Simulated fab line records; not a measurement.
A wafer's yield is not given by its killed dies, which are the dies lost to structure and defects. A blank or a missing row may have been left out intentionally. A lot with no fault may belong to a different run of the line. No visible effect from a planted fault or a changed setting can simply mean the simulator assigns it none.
fab line records	flow sky130
[record] lots = 6	wafers = 18	last_day = 49
route steps=708 shown GATE_OXIDE@187 PAD_OPEN@708
lots with no fault: from the same line, run without faults
start_h: the number of hours between the record's first day and the start of the first shown wafer of the lot	wait_h: how many hours have passed since the lot's step before this one	" identical to the entry in the row above	L1.1+2: one row covering several wafers at once	- either no value or no given start	* or withheld: withheld	< > ~ a bound
route shown NAME@n: NAME is a module with steps in the file, n the number in the route of the first one	usual: mean/standard deviation taken from wafers without a fault	same: alike in all rows	chamber/n: place in a boat	sites: the reading at each site	_std_site: standard deviation of those values	_edge_site: outer sites' mean less inner sites'	radius_mm: for every site, how far away it sits from the centre of the wafer	mask NAME#n: copy n	behind: tool/chamber where the wafer was last shaped	hold: why the lot was held/for how many hours/how that ended	device: names the non-switching transistor (n, p or np)	end of line: tests run on the same wafers once the route is complete	for a step that has no rows: nothing shown but its recipe	killed: not the wafer's yield, but the dies lost to structure and defects at the first sort	map: dies across one wafer; x = killed, . = not, _ = none there
set.NAME: setting as actually run; set.NAME@STEP: the setting as run at that earlier step	model.NAME: the simulator's own value behind a step, which no gauge read
lots at selected steps of the route; one table per step, one row per wafer
services: when a tool's chamber went out of use (start_h, in hours from the record's first day, below 0 if earlier), for how many hours, and the reason
[[steps]]
[step SKY_GATE_OXIDE_CLEAN_00]
[recipe] chemistry = SC1/SC2	mix = 1:4:20	temp_c = 70	time_s = 150	dry = n2_spin
[step SKY_GATE_OXIDE_OXIDATION_01]
[recipe] temp_c = 900	ambient = O2	stabilise_s = 600	purge_s = 300	target_thk_a = 102.68	ox_time_s = 1473
[step SKY_GATE_OXIDE_THK_MEAS_02]
[recipe] reads = SiO2_of_GATE_OXIDE_OXIDATION_01
[usual] GATE_OXIDE_OXIDATION_00_THK = 10.23/0.21
lot.wafer	tool	chamber	start_h	wait_h	GATE_OXIDE_OXIDATION_00_THK[nm]
L392.3	film_metro-02	-	332.93	0.1	10.10
L392.5	"	-	"	"	10.15
L392.6	"	-	"	"	10.04
L395.1	film_metro-02	-	350.63	0.0	10.41
L395.3	"	-	"	"	10.40
L395.6	"	-	"	"	10.47
L397.1	film_metro-01	-	374.23	0.0	10.12
L397.2	"	-	"	"	10.14
L397.3	"	-	"	"	10.12
L404.1	film_metro-01	-	418.69	0.0	10.13
L404.3	"	-	"	"	10.22
L404.4	"	-	"	"	10.19
L405.2	film_metro-01	-	428.96	0.0	10.27
L405.3	"	-	"	"	10.31
L405.5	"	-	"	"	10.21
L406.1	film_metro-04	-	440.82	0.0	10.40
L406.3	"	-	"	"	10.54
L406.5	"	-	"	"	10.28
[step SKY_GATE_OXIDE_DEHYDRATE_03]
[recipe] temp_c = 200	time_s = 60
[step SKY_GATE_OXIDE_HMDS_04]
[recipe] prime_time_s = 60	prime_temp_c = 120
[step SKY_GATE_OXIDE_COAT_05]
[recipe] resist = NOVOLAK	spin_rpm = 3000	resist_thk_nm = 1140
[step SKY_GATE_OXIDE_SOFTBAKE_06]
[recipe] temp_c = 90	time_s = 60	resist = NOVOLAK
[step SKY_GATE_OXIDE_EXPOSE_07]
[recipe] mask_id = LVOM	na = 0.6	source_shape = conventional	sigma_outer = 0.6	polarization = unpolarized	target_cd_nm = 600	dose_mj = 170
[step SKY_GATE_OXIDE_PEB_08]
[recipe] temp_c = withheld	time_s = *	resist = NOVOLAK
[step SKY_GATE_OXIDE_DEVELOP_09]
[recipe] resist = NOVOLAK	developer = TMAH	develop_time_s = 60	dev_temp_c = 23
[step SKY_GATE_OXIDE_OVL_MEAS_10]
[usual] GATE_OXIDE_OVL = -0.4/2
lot.wafer	tool	chamber	start_h	wait_h	GATE_OXIDE_OVL[nm]
L392.3	overlay-02	-	358.24	0.1	2.8
L392.5	"	-	"	"	3.6
L392.6	"	-	"	"	2.7
L395.1	overlay-02	-	376.07	0.1	0.1
L395.3	"	-	"	"	-1.5
L395.6	"	-	"	"	-2.4
L397.1	overlay-01	-	402.16	0.1	-0.8
L397.2	"	-	"	"	-0.8
L397.3	"	-	"	"	0.7
L404.1	overlay-02	-	448.07	0.1	-0.3
L404.3	"	-	"	"	0.2
L404.4	"	-	"	"	-1.5
L405.2	overlay-02	-	459.33	0.1	-3.4
L405.3	"	-	"	"	-2.9
L405.5	"	-	"	"	-3.0
L406.1	overlay-01	-	470.31	0.1	1.1
L406.3	"	-	"	"	1.4
L406.5	"	-	"	"	1.0
[step SKY_GATE_OXIDE_IMPLANT_11]
[recipe] species = B	energy_kev = 10	dose_cm2 = 2.6e+12	tilt_deg = withheld
[step SKY_GATE_OXIDE_WET_ETCH_12]
[recipe] chemistry = dHF	target_depth_nm = 16.8	dry = n2_spin	target = SiO2	dilution = 100:1	temp_c = 25	time_s = 336
[usual] run_length_s = 366/3.8
lot.wafer	tool	chamber	start_h	wait_h	run_length_s	model.SiO2_of_FIELD_ISO_CVD_24.thk_nm
L392.3	wet_bench-03	2	358.41	0.1	369	366.1
L392.5	"	2	"	"	369	363.5
L392.6	"	2	"	"	369	366
L395.1	wet_bench-04	0	376.25	0.1	196	374.1
L395.3	"	0	"	"	196	374.2
L395.6	"	0	"	"	196	373.2
L397.1	wet_bench-04	0	402.34	0.1	201	374.6
L397.2	"	0	"	"	201	372.7
L397.3	"	0	"	"	201	374.9
L404.1	wet_bench-02	3	448.25	0.1	361	360.7
L404.3	"	3	"	"	361	363.4
L404.4	"	3	"	"	361	363.3
L405.2	wet_bench-02	0	459.51	0.1	369	363.5
L405.3	"	0	"	"	369	365.2
L405.5	"	0	"	"	369	365.4
L406.1	wet_bench-04	2	470.49	0.1	370	365
L406.3	"	2	"	"	370	365.2
L406.5	"	2	"	"	370	364
[step SKY_GATE_OXIDE_STRIP_13]
[recipe] chemistry = O2/N2	power_w = 1400	pressure_mtorr = 1500	platen_temp_c = withheld	o2_flow_sccm = 3000	n2_flow_sccm = 300	overash_fraction = 0.5
[usual] drypump_motor_current_A = 5.7/0.44	oes_product_au = 0.716/0.0042	strip_time_to_endpoint_s = 14.17/0.04
lot.wafer	tool	chamber	start_h	wait_h	drypump_motor_current_A	oes_product_au	rf_hours_counter_h	strip_time_to_endpoint_s
L392.3	plasma_asher-02	0	358.56	0.0	5.0	0.715	-	14.24
L392.5	"	1	"	"	5.5	0.710	-	14.20
L392.6	"	0	"	"	5.0	0.713	-	14.17
L395.1	plasma_asher-01	0	376.35	0.0	5.9	0.713	56	14.19
L395.3	"	1	"	"	5.5	0.712	-	14.17
L395.6	"	1	"	"	5.5	0.716	-	14.19
L397.1	plasma_asher-02	1	402.45	0.0	5.5	0.718	27	14.07
L397.2	"	0	"	"	5.0	0.716	27	14.09
L397.3	"	0	"	"	5.0	0.704	-	14.08
L404.1	plasma_asher-01	0	448.35	0.0	5.9	0.714	62	14.18
L404.3	"	1	"	"	5.5	0.715	-	14.18
L404.4	"	0	"	"	5.9	0.722	-	14.18
L405.2	plasma_asher-03	1	459.62	0.0	6.5	0.717	78	14.18
L405.3	"	1	"	"	6.5	0.716	-	14.22
L405.5	"	0	"	"	5.8	0.713	-	14.21
L406.1	plasma_asher-02	0	470.60	0.0	5.0	0.708	37	14.20
L406.3	"	1	"	"	5.5	0.711	-	14.16
L406.5	"	0	"	"	5.0	0.724	-	14.19
[step SKY_GATE_OXIDE_TW_MEAS_14]
[usual] GATE_OXIDE_TW = 222.3/1.3
lot.wafer	tool	chamber	start_h	wait_h	GATE_OXIDE_TW
L392.3	film_metro-04	-	358.64	0.1	223.5
L392.5	"	-	"	"	223.4
L392.6	"	-	"	"	224.1
L395.1	film_metro-04	-	376.45	0.1	223.2
L395.3	"	-	"	"	222.3
L395.6	"	-	"	"	222.7
L397.1	film_metro-02	-	402.55	0.1	220.7
L397.2	"	-	"	"	219.4
L397.3	"	-	"	"	220.6
L404.1	film_metro-01	-	448.45	0.1	222.6
L404.3	"	-	"	"	221.2
L404.4	"	-	"	"	221.3
L405.2	film_metro-02	-	459.73	0.1	223.0
L405.3	"	-	"	"	221.3
L405.5	"	-	"	"	222.4
L406.1	film_metro-04	-	470.70	0.1	223.5
L406.3	"	-	"	"	222.8
L406.5	"	-	"	"	223.6
[step SKY_GATE_OXIDE_CLEAN_15]
[recipe] chemistry = SC1/SC2	mix = 1:4:20	temp_c = 70	time_s = 150	dry = n2_spin
lot.wafer	tool	chamber	start_h	wait_h	model.SiO2_of_FIELD_ISO_CVD_24.thk_nm
L392.3+6	wet_bench-03	1	358.68	0.0	365.4
L392.5	"	1	"	"	362.8
L395.1	wet_bench-03	0	376.51	0.1	373.4
L395.3	"	0	"	"	373.5
L395.6	"	0	"	"	372.6
L397.1	wet_bench-04	0	402.61	0.1	373.9
L397.2	"	0	"	"	372
L397.3	"	0	"	"	374.2
L404.1	wet_bench-03	2	448.51	0.1	360
L404.3	"	2	"	"	362.7
L404.4	"	2	"	"	362.6
L405.2	wet_bench-04	3	459.78	0.0	362.8
L405.3	"	3	"	"	364.5
L405.5	"	3	"	"	364.7
L406.1	wet_bench-03	3	470.76	0.1	364.3
L406.3	"	3	"	"	364.5
L406.5	"	3	"	"	363.4
[step SKY_GATE_OXIDE_OXIDATION_16]
[recipe] temp_c = 800	ambient = O2	idle_temp_c = 700	ramp_up_c_per_min = 10	ramp_down_c_per_min = 3	stabilise_s = 600	purge_s = 300	target_thk_a = 35.7	ox_time_s = 1915
[step SKY_PAD_OPEN_PROBE_99]
[usual] killed_at_M0_to_M3 = 43/7.5	killed_at_M4_up = 2.8/1.8	killed_at_contacts = 24/5.3	killed_at_front_end = 14/4.2	killed_at_other = 0.3/0.54	killed_dies = 84/9.4	killed_on_rim = 16/3.3	killed_open = 46/7.1	killed_short = 38/6.6
[same] gross_dies = 492	killed_at_back_side = 0
lot.wafer	tool	chamber	start_h	wait_h	killed_at_M0_to_M3	killed_at_M4_up	killed_at_contacts	killed_at_front_end	killed_at_other	killed_dies	killed_on_rim	killed_open	killed_short
L392.3	prober-02	-	1115.53	0.2	20	0	34	11	0	65	20	39	26
L392.5	prober-02	-	1115.63	0.2	36	2	21	14	1	74	12	42	32
L392.6	prober-02	-	1115.68	0.2	35	6	27	15	0	83	16	42	41
L397.1	prober-01	-	1152.76	0.1	55	1	29	407	0	492	96	58	50
L397.2	prober-01	-	1152.81	0.1	43	5	26	417	1	492	96	56	31
L397.3	prober-01	-	1152.86	0.2	49	3	22	418	0	492	96	45	47
L404.1	prober-02	-	1168.98	0.1	28	4	34	13	0	79	14	45	34
L404.3	prober-02	-	1169.08	0.2	48	0	20	4	1	73	12	36	37
L404.4	prober-02	-	1169.13	0.2	40	5	30	6	0	81	16	42	39
L405.2	prober-01	-	1172.35	0.1	45	2	24	20	0	91	23	49	40
L405.3	prober-01	-	1172.40	0.2	47	2	19	10	1	79	17	42	36
L405.5	prober-01	-	1172.50	0.2	36	3	35	14	0	88	15	46	42
L406.1	prober-01	-	1182.43	0.1	52	2	25	11	0	90	14	47	43
L406.3	prober-01	-	1182.53	0.2	41	1	15	13	0	70	14	37	33
L406.5	prober-01	-	1182.63	0.2	34	2	29	14	0	79	14	45	34
// killed by level:class
L392.3 LI_CONTACT:geometric_particle:open=12 CONTACT:geometric_particle:open=10 LOCAL_INTERCONNECT:geometric_particle:short=5 VIA1:geometric_particle:open=5 CONTACT:geometric_particle:short=4 FIELD_ISO:geometric_particle:open=3 FIELD_ISO:geometric_particle:short=3 METAL1:geometric_particle:short=3
L392.5 VIA2:geometric_particle:open=9 VIA1:geometric_particle:open=9 CONTACT:geometric_particle:open=8 LI_CONTACT:geometric_particle:open=6 POLY_GATE:geometric_particle:short=5 LI_CONTACT:geometric_particle:short=4 METAL1:geometric_particle:short=4 VIA2:geometric_particle:short=4
L392.6 CONTACT:geometric_particle:open=10 VIA1:geometric_particle:open=9 CONTACT:geometric_particle:short=8 POLY_GATE:geometric_particle:open=6 LI_CONTACT:geometric_particle:open=6 METAL1:geometric_particle:short=6 POLY_GATE:geometric_particle:short=5 VIA2:geometric_particle:open=5
L397.1 GATE_OXIDE:area_etch=384 VIA1:geometric_particle:open=18 CONTACT:geometric_particle:open=12 VIA1:geometric_particle:short=9 POLY_GATE:geometric_particle:short=6 POLY_GATE:geometric_particle:open=6 LI_CONTACT:geometric_particle:open=5 METAL1:geometric_particle:short=5
L397.2 GATE_OXIDE:area_etch=405 CONTACT:geometric_particle:open=15 VIA1:geometric_particle:open=10 VIA2:geometric_particle:open=7 LI_CONTACT:geometric_particle:open=6 VIA1:geometric_particle:short=6 VIA3:geometric_particle:open=6 FIELD_ISO:geometric_particle:open=5
L397.3 GATE_OXIDE:area_etch=400 VIA1:geometric_particle:open=15 VIA1:geometric_particle:short=9 CONTACT:geometric_particle:open=8 LI_CONTACT:geometric_particle:open=6 VIA3:geometric_particle:short=6 METAL2:geometric_particle:short=5 VIA2:geometric_particle:open=5
L404.1 CONTACT:geometric_particle:open=12 LI_CONTACT:geometric_particle:open=7 METAL2:geometric_particle:short=7 CONTACT:geometric_particle:short=6 VIA2:geometric_particle:open=6 VIA1:geometric_particle:open=5 FIELD_ISO:geometric_particle:open=4 VIA3:geometric_particle:open=4
L404.3 VIA2:geometric_particle:open=9 VIA1:geometric_particle:open=8 LI_CONTACT:geometric_particle:open=5 LOCAL_INTERCONNECT:geometric_particle:short=5 CONTACT:geometric_particle:open=5 VIA3:geometric_particle:short=5 METAL2:geometric_particle:short=5 VIA3:geometric_particle:open=5
L404.4 CONTACT:geometric_particle:open=10 LI_CONTACT:geometric_particle:open=9 VIA1:geometric_particle:open=8 METAL2:geometric_particle:short=8 VIA3:geometric_particle:open=6 LI_CONTACT:geometric_particle:short=4 LOCAL_INTERCONNECT:geometric_particle:short=4 METAL1:geometric_particle:short=4
L405.2 VIA1:geometric_particle:open=14 CONTACT:geometric_particle:open=10 VIA2:geometric_particle:open=8 SPACER:geometric_particle:short=6 CONTACT:geometric_particle:short=6 METAL2:geometric_particle:short=6 LI_CONTACT:geometric_particle:open=5 METAL1:geometric_particle:short=5
L405.3 VIA1:geometric_particle:open=8 CONTACT:geometric_particle:open=7 VIA2:geometric_particle:open=7 LI_CONTACT:geometric_particle:open=6 METAL2:geometric_particle:short=6 METAL1:geometric_particle:short=5 VIA2:geometric_particle:short=5 METAL1:geometric_particle:open=4
L405.5 CONTACT:geometric_particle:open=10 LI_CONTACT:geometric_particle:open=9 LOCAL_INTERCONNECT:geometric_particle:short=7 CONTACT:geometric_particle:short=7 POLY_GATE:geometric_particle:open=6 VIA1:geometric_particle:open=5 METAL1:geometric_particle:short=5 VIA2:geometric_particle:open=5
L406.1 VIA2:geometric_particle:open=10 LI_CONTACT:geometric_particle:open=9 VIA1:geometric_particle:open=9 CONTACT:geometric_particle:open=6 METAL1:geometric_particle:short=6 FIELD_ISO:geometric_particle:short=5 VIA1:geometric_particle:short=5 METAL2:geometric_particle:short=5
L406.3 VIA2:geometric_particle:open=9 VIA1:geometric_particle:short=8 CONTACT:geometric_particle:open=8 FIELD_ISO:geometric_particle:short=7 VIA1:geometric_particle:open=7 METAL2:geometric_particle:short=4 CONTACT:geometric_particle:short=3 METAL2:geometric_particle:open=3
L406.5 CONTACT:geometric_particle:open=13 VIA3:geometric_particle:open=8 LI_CONTACT:geometric_particle:open=7 CONTACT:geometric_particle:short=5 VIA1:geometric_particle:open=5 FIELD_ISO:geometric_particle:open=4 VIA1:geometric_particle:short=4 METAL3:geometric_particle:short=4
// map L397.1 (x killed, . not)
__________xxxxxxxxxx_________
________xxxxxxxxxxxxxx_______
______xxxxxxxxxxxxxxxxxx_____
_____xxxxxxxxxxxxxxxxxxxx____
____xxxxxxxxxxxxxxxxxxxxxx___
___xxxxxxxxxxxxxxxxxxxxxxxx__
__xxxxxxxxxxxxxxxxxxxxxxxxxx_
_xxxxxxxxxxxxxxxxxxxxxxxxxxxx
_xxxxxxxxxxxxxxxxxxxxxxxxxxxx
_xxxxxxxxxxxxxxxxxxxxxxxxxxxx
_xxxxxxxxxxxxxxxxxxxxxxxxxxxx
_xxxxxxxxxxxxxxxxxxxxxxxxxxxx
_xxxxxxxxxxxxxxxxxxxxxxxxxxxx
_xxxxxxxxxxxxxxxxxxxxxxxxxxxx
_xxxxxxxxxxxxxxxxxxxxxxxxxxxx
__xxxxxxxxxxxxxxxxxxxxxxxxxx_
___xxxxxxxxxxxxxxxxxxxxxxxx__
____xxxxxxxxxxxxxxxxxxxxxx___
_____xxxxxxxxxxxxxxxxxxxx____
______xxxxxxxxxxxxxxxxxx_____
________xxxxxxxxxxxxxx_______
__________xxxxxxxxxx_________
// map L406.1 (x killed, . not)
__________.......x.._________
________...x.x......x._______
______..x..x.......xx..._____
_____...xxx...xx..x......____
____..x...x....x..........___
___....x.....xx.....x......__
__x..x...x.....x..x..x.....x_
_.............x.......x.x....
_.........x.x.x...x..........
_xx.....x....................
_x....x......xx...x..........
_...x..x......xx.x..x.....x..
_..x..x...x..............xx..
_.x........x....xx..x.....x..
_x...x............x.x........
__.x...x..x.......x.xx.....x_
___......x....x.....x.....x__
____.....x.......x.xx..x..___
_____x...............xx..____
______..x....x...xx.x..._____
________.............._______
__________...x......_________
[[services]]
tool	chamber	start_h	hours	kind
wet_bench-04	-	335.02	0.5	repair
plasma_asher-01	-	336.74	2.2	repair
plasma_asher-03	-	346.03	15.6	pm
wet_bench-03	-	390.17	5.6	repair
plasma_asher-01	-	430.03	14.6	pm
plasma_asher-03	-	447.73	7.3	repair
plasma_asher-02	-	455.12	2.0	repair
[[key]]
[first_sign] step = SKY_GATE_OXIDE_WET_ETCH_12	reading = run_length_s	direction = down	sigmas = 44	usual = *	struck = *
[effect] step = SKY_PAD_OPEN_PROBE_99	reading = killed_at_front_end	direction = up	sigmas = 95	usual = 14	struck = 414
[model_effect] step = SKY_GATE_OXIDE_WET_ETCH_12	value = SiO2_of_FIELD_ISO_CVD_24.thk_nm	without = 364.6	struck = 374
[model_effect] step = SKY_GATE_OXIDE_CLEAN_15	value = SiO2_of_FIELD_ISO_CVD_24.thk_nm	without = 363.9	struck = 373.3
[more_kills_born_at] SKY_GATE_OXIDE_WET_ETCH_12@wet_bench-04 = 1189
met_at SKY_GATE_OXIDE_WET_ETCH_12
struck_wafers L395.1,L395.3,L395.6,L397.1,L397.2,L397.3
rows_end L395.1,L395.3,L395.6
later_rows_left_out L397.1,L397.2,L397.3
tester_left_out L397
[fault] kind = process_parameter_drift	tool = wet_bench-04	chamber = -	onset_h = 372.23	steps = SKY_GATE_OXIDE_WET_ETCH_12	channel = time_s	offset = *	shape = step	end_h = 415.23	acts_in = *	stated = *
// tester_left_out: of these lots the tester's yield and bins aren't shown, on N5 and GAA mostly nor the transistor test; their killed dies are dies lost to structure and defects alone, not to doping, threshold or leakage, so they don't give the yield
// later_rows_left_out: the simulator's readings of these wafers behind a module that went badly wrong aren't trusted and aren't shown, but for the sort
// rows_end: these wafers met a further fault down the route, and their rows from its step on are left out
